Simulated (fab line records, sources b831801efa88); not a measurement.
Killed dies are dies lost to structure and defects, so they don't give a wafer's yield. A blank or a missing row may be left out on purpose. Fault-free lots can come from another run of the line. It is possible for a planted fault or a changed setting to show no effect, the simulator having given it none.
fab line records + flow sky130
record
- lots=6
- wafers=18
- last_day=50
route steps=708 shown METAL3@566 VIA3@573 PAD_OPEN@708
lots with no fault: from the same line, run without faults
start_h: start of the lot's first displayed wafer, in hours after the record's first day + wait_h: how many hours have passed since the lot's step before this one + " same as the row above + L1.1+2: several wafers, shown together as one row + - value missing, or start not given + * or withheld: withheld + < > ~ a bound
route shown NAME@n: names a module that has steps shown in the file, with the first one's number in the route + usual: the fault-free wafers' mean and standard deviation + same: alike in all rows + chamber/n: place in a boat + sites: readings site by site + _std_site: the values' standard deviation + _edge_site: mean of outer sites minus mean of inner sites + radius_mm: how far each site lies from the wafer's centre + mask NAME#n: copy n + behind: the tool/chamber that last shaped the wafer + hold: the reason the lot was held/the length of the hold in hours/how it ended + device: transistor that didn't switch, given as n, p or np + end of line: tests of these same wafers at the route's end + a step with no rows: only its recipe + killed: dies that structure and defects cost at the first sort, which is not the same as the wafer's yield + map: a wafer's dies, x killed, . not, _ none there
set.NAME: the run value of the setting; set.NAME@STEP: its run value at that earlier step + model.NAME: the simulator's own value behind a step, which no gauge read
lots at some steps of the route; a table a step, a row a wafer
services: from which hour (start_h, from the record's first day; less than 0 if before it) a tool's chamber was out of use, for how many hours, and why
## steps
# step SKY_METAL3_ETCH_16
# recipe
- chemistry=N2/H2
- target=BARC
- ion_energy_ev=200
- bias_w=100
- pressure_mtorr=30
- n2_flow_sccm=100
- h2_flow_sccm=200
- icp_w=500
- stop_on=SiO2
- time_s=88.2
- target_depth_a=600
# usual
- chamber_pressure_mTorr=30.005/0.025
- drypump_motor_current_A=6.0/0.56
- oes_product_au=0.626/0.0046
- throttle_valve_pct=13.204/0.0091
| lot.wafer | tool         | chamber | start_h | wait_h | chamber_pressure_mTorr | drypump_motor_current_A | oes_product_au | rf_hours_counter_h | throttle_valve_pct |
|-----------|--------------|---------|---------|--------|------------------------|-------------------------|----------------|--------------------|--------------------|
| L192.2    | rie_metal-03 | 0       | 994.36  | 0.0    | 29.975                 | 6.6                     | 0.628          | 23                 | 13.191             |
| L192.3    | "            | 0       | "       | "      | 30.068                 | 6.6                     | 0.623          | -                  | 13.211             |
| L192.5    | "            | 0       | "       | "      | 29.991                 | 6.6                     | 0.624          | -                  | 13.204             |
| L190.1    | rie_metal-02 | 1       | 996.31  | 0.0    | 29.975                 | 6.4                     | 0.631          | 8                  | 13.209             |
| L190.5    | "            | 1       | "       | "      | 30.032                 | 6.4                     | 0.629          | -                  | 13.189             |
| L190.6    | "            | 0       | "       | "      | 30.029                 | 5.6                     | 0.622          | -                  | 13.221             |
| L195.1    | rie_metal-04 | 0       | 1013.40 | 0.0    | 30.000                 | 5.6                     | 0.616          | 20                 | 13.204             |
| L195.4    | "            | 1       | "       | "      | 30.005                 | 6.4                     | 0.623          | -                  | 13.211             |
| L195.5    | "            | 1       | "       | "      | 30.052                 | 6.4                     | 0.625          | -                  | 13.212             |
| L196.2    | rie_metal-03 | 1       | 1021.81 | 0.1    | 30.000                 | 5.1                     | 0.629          | -                  | 13.211             |
| L196.3    | "            | 1       | "       | "      | 29.982                 | 5.1                     | 0.619          | -                  | 13.216             |
| L196.5    | "            | 1       | "       | "      | 29.987                 | 5.1                     | 0.626          | -                  | 13.203             |
| L199.1    | rie_metal-04 | 1       | 1041.80 | 0.1    | 30.003                 | 6.5                     | 0.634          | 19                 | 13.210             |
| L199.2    | "            | 1       | "       | "      | 29.998                 | 6.5                     | 0.630          | -                  | 13.223             |
| L199.6    | "            | 1       | "       | "      | 30.003                 | 6.4                     | 0.621          | -                  | 13.200             |
| L200.2    | rie_metal-03 | 1       | 1048.10 | 0.0    | 30.025                 | 5.1                     | 0.626          | 9                  | 13.211             |
| L200.5    | "            | 0       | "       | "      | 29.996                 | 6.6                     | 0.624          | -                  | 13.205             |
| L200.6    | "            | 1       | "       | "      | 30.018                 | 5.1                     | 0.627          | -                  | 13.206             |
# step SKY_METAL3_ETCH_17
# recipe
- target=SiO2
- stop_on=TiN
- chemistry=C4F8/O2/Ar
- source_w=1500
- bias_w=1200
- pressure_mtorr=40
- c4f8_flow_sccm=withheld
- O2_flow_sccm=6
- Ar_flow_sccm=300
- time_s=3.9
- target_depth_a=150
# usual
- chamber_pressure_mTorr=40.00/0.035
- oes_product_au=0.755/0.0083
| lot.wafer | tool        | chamber | start_h | wait_h | chamber_pressure_mTorr | oes_product_au |
|-----------|-------------|---------|---------|--------|------------------------|----------------|
| L192.2    | rie_diel-01 | 1       | 994.46  | 0.1    | 40.01                  | 0.742          |
| L192.3    | "           | 2       | "       | "      | 40.00                  | 0.748          |
| L192.5    | "           | 3       | "       | "      | 40.03                  | 0.749          |
| L190.1    | rie_diel-01 | 1       | 996.41  | 0.1    | 40.03                  | 0.740          |
| L190.5    | "           | 2       | "       | "      | 40.06                  | 0.759          |
| L190.6    | "           | 1       | "       | "      | 40.01                  | 0.746          |
| L195.1    | rie_diel-01 | 1       | 1013.50 | 0.1    | 39.94                  | 0.762          |
| L195.4    | "           | 0       | "       | "      | 40.02                  | 0.750          |
| L195.5    | "           | 2       | "       | "      | 40.01                  | 0.764          |
| L196.2    | rie_diel-02 | 1       | 1021.98 | 0.1    | 39.98                  | 0.755          |
| L196.3    | "           | 3       | "       | "      | 39.98                  | 0.753          |
| L196.5    | "           | 0       | "       | "      | 39.95                  | 0.755          |
| L199.1    | rie_diel-02 | 2       | 1042.00 | 0.2    | 40.00                  | 0.742          |
| L199.2    | "           | 1       | "       | "      | 40.02                  | 0.753          |
| L199.6    | "           | 3       | "       | "      | 40.01                  | 0.751          |
| L200.2    | rie_diel-01 | 2       | 1048.20 | 0.1    | 39.96                  | 0.743          |
| L200.5    | "           | 3       | "       | "      | 39.95                  | 0.746          |
| L200.6    | "           | 0       | "       | "      | 40.11                  | 0.753          |
# step SKY_METAL3_METAL_ETCH_18
# recipe
- target_depth_a=8450
- stop_on=SiO2
- over_etch_frac=0.3
- time_s=183.1
- chemistry=Cl2/BCl3
- resist_sidewall_deg=88
- pressure_mtorr=10
- icp_w=900
- bias_w=48.5
- Cl2_flow_sccm=60
- bcl3_flow_sccm=30
# usual
- chamber_pressure_mTorr=10.000/0.0093
- drypump_motor_current_A=5.9/0.59
- oes_product_au=0.866/0.0061
- throttle_valve_pct=22.265/0.01
| lot.wafer | tool         | chamber | start_h | wait_h | chamber_pressure_mTorr | drypump_motor_current_A | oes_product_au | rf_hours_counter_h | throttle_valve_pct |
|-----------|--------------|---------|---------|--------|------------------------|-------------------------|----------------|--------------------|--------------------|
| L192.2    | rie_metal-02 | 1       | 994.48  | 0.0    | 9.963                  | 6.3                     | 0.869          | 8                  | 22.278             |
| L192.3    | "            | 1       | "       | "      | 10.002                 | 6.4                     | 0.864          | -                  | 22.271             |
| L192.5    | "            | 1       | "       | "      | 10.003                 | 6.3                     | 0.874          | -                  | 22.242             |
| L190.1    | rie_metal-04 | 1       | 996.43  | 0.0    | 10.001                 | 6.4                     | 0.861          | 16                 | 22.264             |
| L190.5    | "            | 0       | "       | "      | 9.991                  | 5.6                     | 0.868          | -                  | 22.249             |
| L190.6    | "            | 1       | "       | "      | 10.007                 | 6.5                     | 0.873          | -                  | 22.273             |
| L195.1    | rie_metal-03 | 1       | 1013.52 | 0.0    | 9.997                  | 5.1                     | 0.863          | 6                  | 22.260             |
| L195.4    | "            | 0       | "       | "      | 9.991                  | 6.6                     | 0.862          | -                  | 22.266             |
| L195.5    | "            | 1       | "       | "      | 10.007                 | 5.1                     | 0.869          | -                  | 22.274             |
| L196.2    | rie_metal-04 | 1       | 1022.00 | 0.0    | 9.987                  | 6.4                     | 0.861          | 17                 | 22.266             |
| L196.3    | "            | 0       | "       | "      | 10.007                 | 5.6                     | 0.861          | -                  | 22.266             |
| L196.5    | "            | 0       | "       | "      | 9.991                  | 5.6                     | 0.860          | -                  | 22.271             |
| L199.1    | rie_metal-02 | 1       | 1042.02 | 0.0    | 9.984                  | 6.4                     | 0.863          | 11                 | 22.273             |
| L199.2    | "            | 0       | "       | "      | 9.991                  | 5.6                     | 0.863          | 15                 | 22.252             |
| L199.6    | "            | 1       | "       | "      | 9.997                  | 6.3                     | 0.879          | -                  | 22.263             |
| L200.2    | rie_metal-02 | 1       | 1048.22 | 0.0    | 10.003                 | 6.3                     | 0.874          | 11                 | 22.273             |
| L200.5    | "            | 1       | "       | "      | 10.004                 | 6.3                     | 0.863          | -                  | 22.274             |
| L200.6    | "            | 0       | "       | "      | 10.012                 | 5.7                     | 0.869          | -                  | 22.266             |
# step SKY_METAL3_STRIP_19
# recipe
- chemistry=O2/N2
- power_w=1400
- pressure_mtorr=1500
- platen_temp_c=withheld
- o2_flow_sccm=3000
- n2_flow_sccm=300
- overash_fraction=0.5
# usual
- chamber_pressure_mTorr=1500.1/1.4
- drypump_motor_current_A=5.6/0.49
- oes_product_au=0.500/0.0058
- strip_time_to_endpoint_s=6.48/0.091
# same
- overash_fraction=0.5
| lot.wafer | tool            | chamber | start_h | wait_h | chamber_pressure_mTorr | drypump_motor_current_A | oes_product_au | rf_hours_counter_h | strip_time_to_endpoint_s |
|-----------|-----------------|---------|---------|--------|------------------------|-------------------------|----------------|--------------------|--------------------------|
| L192.2    | plasma_asher-03 | 0       | 994.66  | 0.1    | 1499.8                 | 4.8                     | 0.514          | 56                 | 6.57                     |
| L192.3    | "               | 0       | "       | "      | 1498.7                 | 4.8                     | 0.507          | -                  | 6.63                     |
| L192.5    | "               | 0       | "       | "      | 1501.9                 | 4.8                     | 0.509          | -                  | 6.62                     |
| L190.1    | plasma_asher-01 | 0       | 996.61  | 0.1    | 1498.9                 | 5.2                     | 0.506          | 114                | 6.58                     |
| L190.5    | "               | 1       | "       | "      | 1500.8                 | 6.3                     | 0.506          | -                  | 6.55                     |
| L190.6    | "               | 0       | "       | "      | 1497.6                 | 5.2                     | 0.504          | -                  | 6.56                     |
| L195.1    | plasma_asher-03 | 1       | 1013.69 | 0.1    | 1499.4                 | 5.8                     | 0.501          | 58                 | 6.43                     |
| L195.4    | "               | 0       | "       | "      | 1500.0                 | 4.8                     | 0.494          | -                  | 6.34                     |
| L195.5    | "               | 0       | "       | "      | 1498.7                 | 4.8                     | 0.503          | -                  | 6.47                     |
| L196.2    | plasma_asher-01 | 0       | 1022.17 | 0.1    | 1499.2                 | 5.2                     | 0.504          | 116                | 6.57                     |
| L196.3    | "               | 0       | "       | "      | 1500.7                 | 5.2                     | 0.495          | -                  | 6.45                     |
| L196.5    | "               | 0       | "       | "      | 1501.9                 | 5.2                     | 0.498          | -                  | 6.46                     |
| L199.1    | plasma_asher-01 | 1       | 1042.20 | 0.1    | 1502.1                 | 6.3                     | 0.498          | 118                | 6.59                     |
| L199.2    | "               | 0       | "       | "      | 1498.7                 | 5.2                     | 0.498          | 118                | 6.40                     |
| L199.6    | "               | 0       | "       | "      | 1498.8                 | 5.2                     | 0.500          | -                  | 6.62                     |
| L200.2    | plasma_asher-02 | 1       | 1048.39 | 0.1    | 1501.7                 | 5.8                     | 0.510          | 31                 | 6.66                     |
| L200.5    | "               | 1       | "       | "      | 1498.7                 | 5.8                     | 0.509          | -                  | 6.66                     |
| L200.6    | "               | 0       | "       | "      | 1501.0                 | 6.0                     | 0.493          | -                  | 6.46                     |
# step SKY_METAL3_STRIP_20
# recipe
- chemistry=post_etch_residue_remover
- time_s=1200
- temp_c=72.5
# step SKY_METAL3_CLEAN_21
# recipe
- chemistry=IPA
- time_s=180
- temp_c=25
# step SKY_METAL3_CLEAN_22
# recipe
- chemistry=O3/DIW
- dry=n2_spin
# step SKY_VIA3_HDPCVD_00
# recipe
- material=SiO2
- target_thk_nm=1635
- sigma_open_frac=0.3
- time_s=272.5
- temp_c=400
- sih4_flow_sccm=60
- pressure_mtorr=6
# step SKY_VIA3_THK_MEAS_01
# recipe
- reads=SiO2_of_VIA3_HDPCVD_00
# usual
- VIA3_HDPCVD_THK=1633/18
| lot.wafer | tool          | chamber | start_h | wait_h | VIA3_HDPCVD_THK[nm] |
|-----------|---------------|---------|---------|--------|---------------------|
| L192.2    | film_metro-01 | -       | 995.55  | 0.2    | 1637                |
| L192.3    | "             | -       | "       | "      | 1646                |
| L192.5    | "             | -       | "       | "      | 1626                |
| L190.1    | film_metro-03 | -       | 997.41  | 0.1    | 1628                |
| L190.5    | "             | -       | "       | "      | 1625                |
| L190.6    | "             | -       | "       | "      | 1634                |
| L195.1    | film_metro-02 | -       | 1014.45 | 0.1    | 1640                |
| L195.4    | "             | -       | "       | "      | 1654                |
| L195.5    | "             | -       | "       | "      | 1629                |
| L196.2    | film_metro-03 | -       | 1022.96 | 0.1    | 1639                |
| L196.3    | "             | -       | "       | "      | 1593                |
| L196.5    | "             | -       | "       | "      | 1636                |
| L199.1    | film_metro-03 | -       | 1042.96 | 0.1    | 1616                |
| L199.2    | "             | -       | "       | "      | 1603                |
| L199.6    | "             | -       | "       | "      | 1618                |
| L200.2    | film_metro-03 | -       | 1049.16 | 0.1    | 1623                |
| L200.5    | "             | -       | "       | "      | 1652                |
| L200.6    | "             | -       | "       | "      | 1641                |
# step SKY_VIA3_CMP_02
# recipe
- material=SiO2
- down_force_psi=4
- platen_rpm=60
- pad_velocity_m_s=0.94248
# usual
- motor_current_A=12.4/1.2
| lot.wafer | tool   | chamber | start_h | wait_h | motor_current_A |
|-----------|--------|---------|---------|--------|-----------------|
| L192.3    | cmp-01 | 1       | 995.60  | 0.0    | 12.6            |
| L192.2    | "      | 0       | "       | "      | 12.7            |
| L192.5    | "      | 2       | "       | "      | 13.8            |
| L190.1    | cmp-01 | 3       | 997.63  | 0.2    | 13.0            |
| L190.6    | "      | 3       | "       | "      | 13.4            |
| L190.5    | "      | 0       | "       | "      | 12.7            |
| L195.1    | cmp-02 | 3       | 1014.56 | 0.1    | 13.5            |
| L195.4    | "      | 0       | "       | "      | 11.5            |
| L195.5    | "      | 3       | "       | "      | 13.4            |
| L196.3    | cmp-02 | 1       | 1023.01 | 0.0    | 10.1            |
| L196.2    | "      | 3       | "       | "      | 13.4            |
| L196.5    | "      | 1       | "       | "      | 10.6            |
| L199.1    | cmp-01 | 3       | 1043.02 | 0.1    | 14.3            |
| L199.2    | "      | 1       | "       | "      | 12.0            |
| L199.6    | "      | 0       | "       | "      | 12.3            |
| L200.2    | cmp-02 | 1       | 1049.21 | 0.0    | 10.3            |
| L200.6    | "      | 1       | "       | "      | 10.1            |
| L200.5    | "      | 2       | "       | "      | 12.6            |
# step SKY_VIA3_BOW_MEAS_03
# recipe
- mode=bow
# usual
- VIA3_BOW=78/7.4
| lot.wafer | tool          | chamber | start_h | wait_h | VIA3_BOW[um] |
|-----------|---------------|---------|---------|--------|--------------|
| L192.2    | film_metro-02 | -       | 995.92  | 0.1    | 75           |
| L192.3    | "             | -       | "       | "      | 72           |
| L192.5    | "             | -       | "       | "      | 70           |
| L190.1    | film_metro-02 | -       | 997.93  | 0.2    | 72           |
| L190.5    | "             | -       | "       | "      | 71           |
| L190.6    | "             | -       | "       | "      | 69           |
| L195.1    | film_metro-03 | -       | 1014.81 | 0.2    | 82           |
| L195.4    | "             | -       | "       | "      | 87           |
| L195.5    | "             | -       | "       | "      | 74           |
| L196.2    | film_metro-03 | -       | 1023.33 | 0.2    | 80           |
| L196.3    | "             | -       | "       | "      | 78           |
| L196.5    | "             | -       | "       | "      | 80           |
| L199.1    | film_metro-02 | -       | 1043.32 | 0.2    | 74           |
| L199.2    | "             | -       | "       | "      | 71           |
| L199.6    | "             | -       | "       | "      | 70           |
| L200.2    | film_metro-01 | -       | 1049.53 | 0.3    | 96           |
| L200.5    | "             | -       | "       | "      | 96           |
| L200.6    | "             | -       | "       | "      | 82           |
# step SKY_VIA3_DEHYDRATE_04
# recipe
- temp_c=200
- time_s=60
# step SKY_VIA3_HMDS_05
# recipe
- prime_time_s=60
- prime_temp_c=120
# usual
- prime_temp_c=119.99/0.14
| lot.wafer | tool           | chamber | start_h | wait_h | prime_temp_c |
|-----------|----------------|---------|---------|--------|--------------|
| L192.2    | litho_track-04 | 0       | 1007.25 | 0.1    | 119.93       |
| L192.3    | "              | 0       | "       | "      | 119.93       |
| L192.5    | "              | 0       | "       | "      | 119.99       |
| L190.1    | litho_track-02 | 0       | 1009.56 | 0.1    | 120.11       |
| L190.5    | "              | 0       | "       | "      | 119.97       |
| L190.6    | "              | 0       | "       | "      | 120.08       |
| L195.1    | litho_track-04 | 0       | 1024.93 | 0.1    | 118.76       |
| L195.4    | "              | 0       | "       | "      | 118.81       |
| L195.5    | "              | 0       | "       | "      | 118.93       |
| L196.2    | litho_track-04 | 0       | 1034.50 | 0.1    | 118.93       |
| L196.3    | "              | 0       | "       | "      | 118.73       |
| L196.5    | "              | 0       | "       | "      | 118.86       |
| L199.1    | litho_track-02 | 0       | 1054.36 | 0.1    | 119.82       |
| L199.2    | "              | 0       | "       | "      | 119.96       |
| L199.6    | "              | 0       | "       | "      | 119.93       |
| L200.2    | litho_track-02 | 0       | 1060.49 | 0.1    | 120.17       |
| L200.5    | "              | 0       | "       | "      | 120.05       |
| L200.6    | "              | 0       | "       | "      | 120.22       |
# step SKY_VIA3_COAT_06
# recipe
- resist=BARC
- temp_c=withheld
- time_s=withheld
- spin_rpm=3000
- resist_thk_nm=60
# step SKY_PAD_OPEN_PROBE_99
# usual
- defect_limited_yield=82.3/2
- killed_at_M0_to_M3=44/7.5
- killed_at_M4_up=2.9/1.8
- killed_at_contacts=24/5.1
- killed_at_front_end=16/4.7
- killed_at_other=0.3/0.46
- killed_dies=87/9.9
- killed_open=47/8
- killed_short=39/6.3
- sort_bin_3_pad_short=0.8/0.43
- sort_bin_5_function=10.6/1.6
- sort_bin_6_memory=6.3/1.1
- sort_n_pass=405/9.9
- sort_yield_pct=82.3/2
# same
- gross_dies=492
- killed_at_back_side=0
- sort_bin_4_leakage[%]=0
- sort_bin_8_speed[%]=0
| lot.wafer | tool      | chamber | start_h | wait_h | defect_limited_yield[%] | killed_at_M0_to_M3 | killed_at_M4_up | killed_at_contacts | killed_at_front_end | killed_at_other | killed_dies | killed_open | killed_short | sort_bin_3_pad_short[%] | sort_bin_5_function[%] | sort_bin_6_memory[%] | sort_n_pass | sort_yield_pct[%] |
|-----------|-----------|---------|---------|--------|-------------------------|--------------------|-----------------|--------------------|---------------------|-----------------|-------------|-------------|--------------|-------------------------|------------------------|----------------------|-------------|-------------------|
| L192.2    | prober-02 | -       | 1151.27 | 0.1    | 81.1                    | 49                 | 3               | 23                 | 18                  | 0               | 93          | 48          | 45           | 0.8                     | 11.4                   | 6.7                  | 399         | 81.1              |
| L192.3    | prober-02 | -       | 1151.32 | 0.2    | 84.6                    | 43                 | 3               | 13                 | 17                  | 0               | 76          | 43          | 33           | 0.4                     | 9.1                    | 5.9                  | 416         | 84.6              |
| L192.5    | prober-02 | -       | 1151.42 | 0.2    | 77.6                    | 55                 | 6               | 33                 | 15                  | 1               | 110         | 52          | 58           | 1.8                     | 12.4                   | 8.1                  | 382         | 77.6              |
| L190.1    | prober-02 | -       | 1154.20 | 0.1    | 86.6                    | 38                 | 0               | 17                 | 11                  | 0               | 66          | 45          | 21           | 0.8                     | 7.9                    | 4.7                  | 426         | 86.6              |
| L190.5    | prober-02 | -       | 1154.40 | 0.2    | 84.3                    | 32                 | 3               | 18                 | 24                  | 0               | 77          | 42          | 34           | 1.0                     | 8.5                    | 6.1                  | 415         | 84.3              |
| L190.6    | prober-02 | -       | 1154.45 | 0.2    | 82.5                    | 40                 | 6               | 22                 | 18                  | 0               | 86          | 46          | 40           | 1.2                     | 10.0                   | 6.3                  | 406         | 82.5              |
| L195.1    | prober-01 | -       | 1167.20 | 0.1    | 81.9                    | 40                 | 3               | 25                 | 21                  | 0               | 89          | 40          | 48           | 0.8                     | 11.8                   | 5.5                  | 403         | 81.9              |
| L195.4    | prober-01 | -       | 1167.35 | 0.2    | 83.7                    | 33                 | 5               | 25                 | 16                  | 1               | 80          | 41          | 39           | 0.8                     | 9.6                    | 5.9                  | 412         | 83.7              |
| L195.5    | prober-01 | -       | 1167.40 | 0.2    | 81.9                    | 48                 | 2               | 20                 | 19                  | 0               | 89          | 49          | 39           | 1.2                     | 10.2                   | 6.7                  | 403         | 81.9              |
| L196.2    | prober-02 | -       | 1173.93 | 0.1    | 78.5                    | 58                 | 2               | 29                 | 17                  | 0               | 106         | 60          | 46           | 1.2                     | 14.0                   | 6.3                  | 386         | 78.5              |
| L196.3    | prober-02 | -       | 1173.98 | 0.2    | 82.5                    | 41                 | 2               | 28                 | 14                  | 1               | 86          | 37          | 48           | 0.8                     | 11.0                   | 5.7                  | 406         | 82.5              |
| L196.5    | prober-02 | -       | 1174.08 | 0.2    | 81.1                    | 49                 | 5               | 30                 | 9                   | 0               | 93          | 50          | 42           | 0.6                     | 12.0                   | 6.3                  | 399         | 81.1              |
| L199.1    | prober-01 | -       | 1190.65 | 0.1    | 80.1                    | 46                 | 1               | 30                 | 21                  | 0               | 98          | 57          | 41           | 0.6                     | 12.6                   | 6.7                  | 394         | 80.1              |
| L199.2    | prober-01 | -       | 1190.70 | 0.1    | 79.3                    | 55                 | 2               | 30                 | 14                  | 1               | 102         | 56          | 46           | 1.0                     | 11.8                   | 7.9                  | 390         | 79.3              |
| L199.6    | prober-01 | -       | 1190.90 | 0.2    | 77.4                    | 62                 | 7               | 28                 | 14                  | 0               | 111         | 65          | 46           | 1.2                     | 14.2                   | 7.1                  | 381         | 77.4              |
| L200.2    | prober-02 | -       | 1192.35 | 0.1    | 80.7                    | 46                 | 2               | 25                 | 21                  | 1               | 95          | 56          | 39           | 0.6                     | 11.2                   | 7.5                  | 397         | 80.7              |
| L200.5    | prober-02 | -       | 1192.50 | 0.2    | 82.5                    | 56                 | 2               | 19                 | 9                   | 0               | 86          | 51          | 35           | 1.0                     | 10.6                   | 5.9                  | 406         | 82.5              |
| L200.6    | prober-02 | -       | 1192.55 | 0.2    | 81.7                    | 46                 | 3               | 29                 | 12                  | 0               | 90          | 57          | 33           | 0.8                     | 10.4                   | 7.1                  | 402         | 81.7              |
# killed by level:class
L192.2 VIA3:geometric_particle:open=13 LI_CONTACT:geometric_particle:open=7 VIA1:geometric_particle:open=7 POLY_GATE:geometric_particle:open=5 LOCAL_INTERCONNECT:geometric_particle:short=5 CONTACT:geometric_particle:short=5 CONTACT:geometric_particle:open=5 VIA3:geometric_particle:short=5
L192.3 VIA1:geometric_particle:open=9 VIA2:geometric_particle:open=7 VIA1:geometric_particle:short=6 VIA3:geometric_particle:open=6 FIELD_ISO:geometric_particle:open=5 POLY_GATE:geometric_particle:short=5 CONTACT:geometric_particle:open=5 METAL2:geometric_particle:short=5
L192.5 VIA1:geometric_particle:short=12 VIA3:geometric_particle:short=11 CONTACT:geometric_particle:open=10 VIA3:geometric_particle:open=9 LI_CONTACT:geometric_particle:open=8 VIA1:geometric_particle:open=7 FIELD_ISO:geometric_particle:open=6 CONTACT:geometric_particle:short=6
L190.1 VIA1:geometric_particle:open=10 VIA2:geometric_particle:open=8 CONTACT:geometric_particle:open=7 VIA3:geometric_particle:open=7 FIELD_ISO:geometric_particle:short=4 LI_CONTACT:geometric_particle:open=4 VIA1:geometric_particle:short=4 LOCAL_INTERCONNECT:geometric_particle:short=3
L190.5 CONTACT:geometric_particle:open=7 VIA1:geometric_particle:open=7 FIELD_ISO:geometric_particle:open=6 VIA3:geometric_particle:short=6 VIA3:geometric_particle:open=6 FIELD_ISO:geometric_particle:short=5 LI_CONTACT:geometric_particle:open=5 POLY_GATE:geometric_particle:short=4
L190.6 VIA1:geometric_particle:open=9 CONTACT:geometric_particle:open=9 POLY_GATE:geometric_particle:short=6 VIA2:geometric_particle:open=6 VIA3:geometric_particle:open=6 LOCAL_INTERCONNECT:geometric_particle:short=5 METAL1:geometric_particle:short=5 FIELD_ISO:geometric_particle:open=4
L195.1 VIA1:geometric_particle:open=10 CONTACT:geometric_particle:open=8 POLY_GATE:geometric_particle:short=7 CONTACT:geometric_particle:short=7 FIELD_ISO:geometric_particle:short=5 VIA2:geometric_particle:open=5 VIA1:geometric_particle:short=5 FIELD_ISO:geometric_particle:open=4
L195.4 CONTACT:geometric_particle:open=9 VIA1:geometric_particle:open=8 FIELD_ISO:geometric_particle:open=7 LI_CONTACT:geometric_particle:open=5 CONTACT:geometric_particle:short=5 VIA3:geometric_particle:open=5 METAL4:geometric_particle:short=5 FIELD_ISO:geometric_particle:short=4
L195.5 VIA1:geometric_particle:open=11 VIA2:geometric_particle:open=9 LI_CONTACT:geometric_particle:open=6 CONTACT:geometric_particle:open=6 METAL3:geometric_particle:short=6 POLY_GATE:geometric_particle:open=5 CONTACT:geometric_particle:short=5 METAL2:geometric_particle:short=4
L196.2 VIA2:geometric_particle:open=14 LI_CONTACT:geometric_particle:open=10 METAL1:geometric_particle:short=8 VIA1:geometric_particle:open=7 CONTACT:geometric_particle:open=7 VIA3:geometric_particle:open=7 METAL2:geometric_particle:short=6 LOCAL_INTERCONNECT:geometric_particle:short=5
L196.3 VIA3:geometric_particle:open=9 VIA1:geometric_particle:open=8 CONTACT:geometric_particle:short=7 METAL1:geometric_particle:short=6 METAL2:geometric_particle:short=6 CONTACT:geometric_particle:open=6 FIELD_ISO:geometric_particle:short=5 LOCAL_INTERCONNECT:geometric_particle:short=5
L196.5 CONTACT:geometric_particle:open=12 VIA1:geometric_particle:open=11 LI_CONTACT:geometric_particle:open=9 METAL1:geometric_particle:short=8 METAL2:geometric_particle:short=5 VIA3:geometric_particle:short=5 CONTACT:geometric_particle:short=4 VIA2:geometric_particle:short=4
L199.1 CONTACT:geometric_particle:open=12 VIA1:geometric_particle:open=11 LI_CONTACT:geometric_particle:open=8 POLY_GATE:geometric_particle:short=7 POLY_GATE:geometric_particle:open=6 VIA3:geometric_particle:open=6 FIELD_ISO:geometric_particle:open=5 CONTACT:geometric_particle:short=5
L199.2 CONTACT:geometric_particle:open=15 VIA1:geometric_particle:open=12 LI_CONTACT:geometric_particle:open=8 METAL2:geometric_particle:short=8 METAL1:geometric_particle:short=7 VIA2:geometric_particle:open=7 POLY_GATE:geometric_particle:short=6 VIA1:geometric_particle:short=6
L199.6 CONTACT:geometric_particle:open=14 VIA1:geometric_particle:open=13 VIA3:geometric_particle:open=12 VIA1:geometric_particle:short=10 METAL1:geometric_particle:short=7 LI_CONTACT:geometric_particle:open=5 LOCAL_INTERCONNECT:geometric_particle:short=5 FIELD_ISO:geometric_particle:open=4
L200.2 CONTACT:geometric_particle:open=9 VIA1:geometric_particle:open=9 VIA3:geometric_particle:open=8 POLY_GATE:geometric_particle:short=7 LI_CONTACT:geometric_particle:open=6 METAL1:geometric_particle:short=6 FIELD_ISO:geometric_particle:open=5 METAL2:geometric_particle:short=5
L200.5 VIA1:geometric_particle:open=15 VIA2:geometric_particle:open=10 VIA3:geometric_particle:open=8 CONTACT:geometric_particle:open=7 LI_CONTACT:geometric_particle:open=6 METAL2:geometric_particle:short=5 VIA3:geometric_particle:short=5 CONTACT:geometric_particle:short=4
L200.6 VIA1:geometric_particle:open=18 CONTACT:geometric_particle:open=11 LI_CONTACT:geometric_particle:open=8 FIELD_ISO:geometric_particle:open=5 VIA3:geometric_particle:short=5 VIA1:geometric_particle:short=5 POLY_GATE:geometric_particle:short=4 LOCAL_INTERCONNECT:geometric_particle:short=4
## services
| tool            | chamber | start_h | hours | kind           |
|-----------------|---------|---------|-------|----------------|
| cmp-01          | -       | 974.23  | 0.2   | repair         |
| cmp-02          | -       | 992.92  | 11.0  | repair         |
| rie_metal-03    | 0       | 1014.80 | -     | clean          |
| rie_metal-03    | 0       | 1014.80 | 17.2  | scheduled_down |
| rie_metal-03    | 0       | 1014.80 | 17.2  | vent_cycle     |
| rie_diel-02     | 1       | 1025.30 | 1.9   | repair         |
| rie_metal-04    | 0       | 1029.47 | -     | clean          |
| rie_metal-04    | 0       | 1029.47 | 15.6  | scheduled_down |
| rie_metal-04    | 0       | 1029.47 | 15.6  | vent_cycle     |
| plasma_asher-01 | -       | 1030.18 | 3.7   | repair         |
| cmp-02          | -       | 1035.19 | 0.7   | repair         |
| cmp-01          | -       | 1050.56 | 2.3   | repair         |
| plasma_asher-01 | -       | 1055.25 | 9.0   | pm             |
| plasma_asher-01 | 0       | 1055.25 | 9.0   | vent_cycle     |
| plasma_asher-01 | 1       | 1055.25 | 9.0   | vent_cycle     |
## key
first_sign
- step=SKY_VIA3_HMDS_05
- reading=prime_temp_c
- direction=down
- sigmas=8.2
- usual=*
- struck=*
effect none on later readings
met_at SKY_VIA3_HMDS_05
struck_wafers L195.1,L195.4,L195.5,L196.2,L196.3,L196.5
onset_between 1007.25 1024.93
fault
- kind=process_parameter_drift
- tool=litho_track-04
- chamber=-
- onset_h=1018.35
- steps=SKY_VIA3_HMDS_05
- channel=prime_temp_c
- offset=*
- shape=step
- end_h=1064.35
- acts_in=*
- stated=*
